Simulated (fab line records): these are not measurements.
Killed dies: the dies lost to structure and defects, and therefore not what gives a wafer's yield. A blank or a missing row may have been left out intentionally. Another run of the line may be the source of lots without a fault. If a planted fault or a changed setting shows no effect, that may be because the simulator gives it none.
Which tool did it? || flow sky130 || 12 lots, 36 wafers sampled, at 3 steps of a route of 708

WHAT EACH GAUGE READ, for each wafer
SKY_SONOS_ONO_OVL_MEAS_14. Usual: SONOS_ONO_OVL 0.6 nm, standard deviation 1.3.
{"lot": "L685", "measured": "day 12 14:08", "on": "overlay-02", "SONOS_ONO_OVL (nm)": "1.7 -0.4 -0.1", "flag": ""}
{"lot": "L686", "measured": "day 12 19:01", "on": "overlay-02", "SONOS_ONO_OVL (nm)": "1.5 2.2 -0.1", "flag": ""}
{"lot": "L688", "measured": "day 13 14:23", "on": "overlay-02", "SONOS_ONO_OVL (nm)": "-2.4 0.6 -0.9", "flag": ""}
{"lot": "L690", "measured": "day 14 06:17", "on": "overlay-01", "SONOS_ONO_OVL (nm)": "1.1 0.8 1.1", "flag": ""}
{"lot": "L691", "measured": "day 14 12:49", "on": "overlay-01", "SONOS_ONO_OVL (nm)": "1.1 1.0 1.0", "flag": ""}
{"lot": "L697", "measured": "day 16 16:34", "on": "overlay-01", "SONOS_ONO_OVL (nm)": "1.3 1.5 1.2", "flag": ""}
{"lot": "L699", "measured": "day 17 13:48", "on": "overlay-01", "SONOS_ONO_OVL (nm)": "1.5 2.6 3.2", "flag": ""}
{"lot": "L701", "measured": "day 18 07:38", "on": "overlay-01", "SONOS_ONO_OVL (nm)": "1.8 1.8 0.9", "flag": ""}
{"lot": "L702", "measured": "day 18 10:16", "on": "overlay-02", "SONOS_ONO_OVL (nm)": "0.8 0.9 1.1", "flag": ""}
{"lot": "L703", "measured": "day 18 18:00", "on": "overlay-01", "SONOS_ONO_OVL (nm)": "-0.7 1.9 2.3", "flag": ""}
{"lot": "L705", "measured": "day 19 22:32", "on": "overlay-01", "SONOS_ONO_OVL (nm)": "-0.2 -0.6 -0.8", "flag": ""}
{"lot": "L707", "measured": "day 20 16:03", "on": "overlay-01", "SONOS_ONO_OVL (nm)": "1.2 0.0 0.7", "flag": ""}

TOOL THAT RAN EACH LOT (tool first, then ch and the chambers of the sampled wafers, then the start)
{"lot": "L685", "SKY_NWELL_COAT_18": "lithoTrack-04 ch 0, day 5 01:09", "SKY_NWELL_STRIP_25": "plasmaAsher-03 ch 0,1, day 5 09:46"}
{"lot": "L686", "SKY_NWELL_COAT_18": "lithoTrack-01 ch 0, day 5 02:29", "SKY_NWELL_STRIP_25": "plasmaAsher-03 ch 0,1, day 5 11:08"}
{"lot": "L688", "SKY_NWELL_COAT_18": "lithoTrack-01 ch 0, day 5 14:45", "SKY_NWELL_STRIP_25": "plasmaAsher-01 ch 0,1, day 6 00:17"}
{"lot": "L690", "SKY_NWELL_COAT_18": "lithoTrack-01 ch 0, day 6 03:54", "SKY_NWELL_STRIP_25": "plasmaAsher-01 ch 0,1, day 6 13:07"}
{"lot": "L691", "SKY_NWELL_COAT_18": "lithoTrack-04 ch 0, day 6 09:25", "SKY_NWELL_STRIP_25": "plasmaAsher-04 ch 0,1, day 6 20:13"}
{"lot": "L697", "SKY_NWELL_COAT_18": "lithoTrack-01 ch 0, day 7 21:02", "SKY_NWELL_STRIP_25": "plasmaAsher-03 ch 0,1, day 8 07:34"}
{"lot": "L699", "SKY_NWELL_COAT_18": "lithoTrack-01 ch 0, day 8 08:47", "SKY_NWELL_STRIP_25": "plasmaAsher-04 ch 0,1, day 8 19:44"}
{"lot": "L701", "SKY_NWELL_COAT_18": "lithoTrack-04 ch 0, day 8 21:22", "SKY_NWELL_STRIP_25": "plasmaAsher-04 ch 0,1, day 9 09:14"}
{"lot": "L702", "SKY_NWELL_COAT_18": "lithoTrack-04 ch 0, day 9 02:10", "SKY_NWELL_STRIP_25": "plasmaAsher-03 ch 0,1, day 9 13:41"}
{"lot": "L703", "SKY_NWELL_COAT_18": "lithoTrack-04 ch 0, day 9 07:30", "SKY_NWELL_STRIP_25": "plasmaAsher-03 ch 0,1, day 9 18:58"}
{"lot": "L705", "SKY_NWELL_COAT_18": "lithoTrack-02 ch 0, day 10 01:29", "SKY_NWELL_STRIP_25": "plasmaAsher-04 ch 0,1, day 10 13:37"}
{"lot": "L707", "SKY_NWELL_COAT_18": "lithoTrack-02 ch 0, day 10 16:41", "SKY_NWELL_STRIP_25": "plasmaAsher-03 ch 0,1, day 11 04:16"}
- SKY_NWELL_COAT_18: resist thk 3000 nm.
- SKY_NWELL_STRIP_25: strips in O2/N2.

WHAT THE TOOLS THEMSELVES READ (means of the sampled wafers that have a number; where no wafer has one, the mark that the record gives instead)
SKY_NWELL_STRIP_25. Usual: drypumpMotorCurrentA 5.7 A, standard deviation 0.48; oesProductAu 0.723 a.u., standard deviation 0.0046; stripTimeToEndpointS 36.95 s, standard deviation 0.1.
{"lot": "L685", "tool": "plasmaAsher-03", "drypumpMotorCurrentA (A)": 5.8, "oesProductAu (a.u.)": 0.728, "stripTimeToEndpointS (s)": 36.92, "flag": ""}
{"lot": "L686", "tool": "plasmaAsher-03", "drypumpMotorCurrentA (A)": 5.8, "oesProductAu (a.u.)": 0.720, "stripTimeToEndpointS (s)": 36.85, "flag": ""}
{"lot": "L688", "tool": "plasmaAsher-01", "drypumpMotorCurrentA (A)": 5.8, "oesProductAu (a.u.)": 0.723, "stripTimeToEndpointS (s)": 36.95, "flag": ""}
{"lot": "L690", "tool": "plasmaAsher-01", "drypumpMotorCurrentA (A)": 6.0, "oesProductAu (a.u.)": 0.726, "stripTimeToEndpointS (s)": 36.86, "flag": ""}
{"lot": "L691", "tool": "plasmaAsher-04", "drypumpMotorCurrentA (A)": 5.2, "oesProductAu (a.u.)": 0.720, "stripTimeToEndpointS (s)": 36.84, "flag": ""}
{"lot": "L697", "tool": "plasmaAsher-03", "drypumpMotorCurrentA (A)": 5.8, "oesProductAu (a.u.)": 0.719, "stripTimeToEndpointS (s)": 30.80, "flag": "OFF"}
{"lot": "L699", "tool": "plasmaAsher-04", "drypumpMotorCurrentA (A)": 5.2, "oesProductAu (a.u.)": 0.719, "stripTimeToEndpointS (s)": 30.62, "flag": "OFF"}
{"lot": "L701", "tool": "plasmaAsher-04", "drypumpMotorCurrentA (A)": 5.2, "oesProductAu (a.u.)": 0.722, "stripTimeToEndpointS (s)": 37.10, "flag": ""}
{"lot": "L702", "tool": "plasmaAsher-03", "drypumpMotorCurrentA (A)": 6.1, "oesProductAu (a.u.)": 0.726, "stripTimeToEndpointS (s)": 36.95, "flag": ""}
{"lot": "L703", "tool": "plasmaAsher-03", "drypumpMotorCurrentA (A)": 5.8, "oesProductAu (a.u.)": 0.728, "stripTimeToEndpointS (s)": 36.96, "flag": ""}
{"lot": "L705", "tool": "plasmaAsher-04", "drypumpMotorCurrentA (A)": 5.2, "oesProductAu (a.u.)": 0.722, "stripTimeToEndpointS (s)": 36.91, "flag": ""}
{"lot": "L707", "tool": "plasmaAsher-03", "drypumpMotorCurrentA (A)": 5.8, "oesProductAu (a.u.)": 0.718, "stripTimeToEndpointS (s)": 36.98, "flag": ""}

THE ANSWER, worked out from the rows above alone
Rule: take the mean of a lot's wafers that have a number; if it is more than 3 standard deviations from the usual mean, the lot is off. A lot without any number at a reading at which 4 lots or more have one is off too. All remaining lots with rows at the step are treated as sound. Order of review: gauges by route order, followed by the tools' own readings, for which a lot's mean as printed above is used. The first step at which some lot is off is used, and at that step the reading that is off furthest; a lot without a number counts as furthest.
Off: L697, L699 (SKY_NWELL_STRIP_25, stripTimeToEndpointS).
A tool fits if, at that step or a process step before it, it ran every lot that is off, and no sound lot after the first of them. One fits: lithoTrack-01 at SKY_NWELL_COAT_18. Its last sound lot is L690 (day 6 03:54), its first lot that is off L697 (day 7 21:02): a fault that began between those two fits.

WHAT THE SIMULATOR HAD PUT IN
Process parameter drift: lithoTrack-01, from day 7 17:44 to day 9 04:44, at SKY_NWELL_COAT_18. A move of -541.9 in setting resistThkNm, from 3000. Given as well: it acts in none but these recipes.
Lots struck among those shown: L697, L699. This agrees with what the rule above found.
